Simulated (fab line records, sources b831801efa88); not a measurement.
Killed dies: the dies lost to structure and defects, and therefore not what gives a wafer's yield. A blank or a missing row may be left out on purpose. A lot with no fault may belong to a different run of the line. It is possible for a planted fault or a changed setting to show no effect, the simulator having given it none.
Struck lot and sound lot, side by side | flow sky130 | 16 out of 708 route steps
Sound: these wafers, L560.1, L560.3, L560.6. Struck: wafer L572.5 (L572.3, L572.6, from the same lot, were not struck and are left out); the cause is given at the end.
For every step that has rows: the tool of each side, followed by ch and its chambers, followed by its first start. Under that, the readings that differ: sound wafers | struck wafers | difference of the means | sigmas: that difference in standard deviations of wafers without a fault.
alike: readings with means less than 2 such deviations apart, plus words and numbers identical on both sides. not compared: withheld readings, readings lacking a value on some wafer, bounds such as >300 that could conceal the same value, and numbers that have no deviation in the record and whose values overlap.
The two part at a step that has a row with sigmas, a row that says differs or no value, or rows on one side only. Non-overlapping numbers with no deviation appear without sigmas and do not part them. A reading that every wafer of one side lacks parts them only if that side has two wafers or more.

first, 3 steps without rows for these wafers: SKY_METAL2_EXPOSE_12 (exposes mask MM2, target cd 140 nm); SKY_METAL2_PEB_13; SKY_METAL2_DEVELOP_14 (develop time 60 s).
SKY_METAL2_CD_MEAS_15: the cd target is 140 nm.
  sound on cdSem-01, day 36 11:48; struck on cdSem-01, day 39 09:05
  alike: cdNm
SKY_METAL2_OVL_MEAS_16:
  sound on overlay-01, day 36 11:55; struck on overlay-01, day 39 09:11
  alike: METAL2_OVL
SKY_METAL2_DESCUM_17: chemistry O2, time 8 s.
  sound on rieMetal-02 ch 0,1, day 36 11:58; struck on rieMetal-02 ch 0, day 39 09:13
  alike: chamberPressureMTorr, drypumpMotorCurrentA, oesProductAu
  not compared: rfHoursCounterH
SKY_METAL2_ETCH_18: etches BARC in N2/H2, stops on SiO2, time 45.9 s, target depth 60 nm.
  sound on rieMetal-02 ch 0,1, day 36 11:59; struck on rieMetal-02 ch 0, day 39 09:18
  alike: chamberPressureMTorr, drypumpMotorCurrentA, oesProductAu, throttleValvePct
  not compared: rfHoursCounterH
SKY_METAL2_METAL_ETCH_19: etches the open film in Cl2/BCl3, stops on SiO2, target depth 360 nm, time 78 s.
  sound on rieMetal-02 ch 0,1, day 36 12:03; struck on rieMetal-02 ch 0, day 39 09:27
reading             | sound             | struck | difference | sigmas
oesProductAu (a.u.) | 0.848 0.858 0.843 | 0.863  | +0.013     | +2
  alike: chamberPressureMTorr, drypumpMotorCurrentA, throttleValvePct
  not compared: rfHoursCounterH
SKY_METAL2_STRIP_20: strips in O2/N2.
  sound on plasmaAsher-04 ch 0,1, day 36 12:08; struck on plasmaAsher-02 ch 1, day 39 09:36
reading                  | sound       | struck | difference | sigmas
drypumpMotorCurrentA (A) | 6.3 5.9 6.3 | 5.1    | -1.1       | -3
  alike: chamberPressureMTorr, oesProductAu, stripTimeToEndpointS
  not compared: rfHoursCounterH
then, 3 steps without rows for these wafers: SKY_METAL2_STRIP_21 (strips in post etch residue remover, time 1200 s); SKY_METAL2_CLEAN_22 (cleans in IPA, time 180 s); SKY_METAL2_CLEAN_23 (cleans in O3/DIW).
SKY_VIA2_HDPCVD_00: deposits SiO2, target thk 1180 nm, time 196.7 s.
  sound on hdpcvd-01 ch 0,2, day 36 12:45; struck on hdpcvd-01 ch 0, day 39 10:10
reading                                 | sound             | struck | difference | sigmas
sih4FlowSccm (sccm)                     | 59.77 60.09 59.90 | 71.77  | +11.85     | +70
model.SiO2_of_VIA2_HDPCVD_00.thkNm (nm) | 1188 1184 1185    | 1412   | +226       | 
SKY_VIA2_THK_MEAS_01:
  sound on filmMetro-03, day 36 12:52; struck on filmMetro-02, day 39 10:19
reading              | sound          | struck | difference | sigmas
VIA2_HDPCVD_THK (nm) | 1186 1184 1185 | 1412   | +227       | +17
SKY_VIA2_CMP_02: polishes SiO2.
  sound on cmp-02 ch 0,1,2, day 36 12:59; struck on cmp-02 ch 3, day 39 10:21
  alike: motorCurrentA, retainingRingPressureFrac
-- the record jumps here: 10 days lie between the struck wafers' starts before and after (it left off in module VIA2 and takes up again in module PAD_OPEN, whose first step shown is number 708 of the route) --
SKY_PAD_OPEN_PROBE_99:
  record: rows for the struck wafers here (prober-02, day 49 06:33), none for the sound ones

== WHERE THEY PART ==
Last at SKY_PAD_OPEN_PROBE_99 as far as this record goes, first at SKY_METAL2_METAL_ETCH_19.

WHY: what the simulator had put in
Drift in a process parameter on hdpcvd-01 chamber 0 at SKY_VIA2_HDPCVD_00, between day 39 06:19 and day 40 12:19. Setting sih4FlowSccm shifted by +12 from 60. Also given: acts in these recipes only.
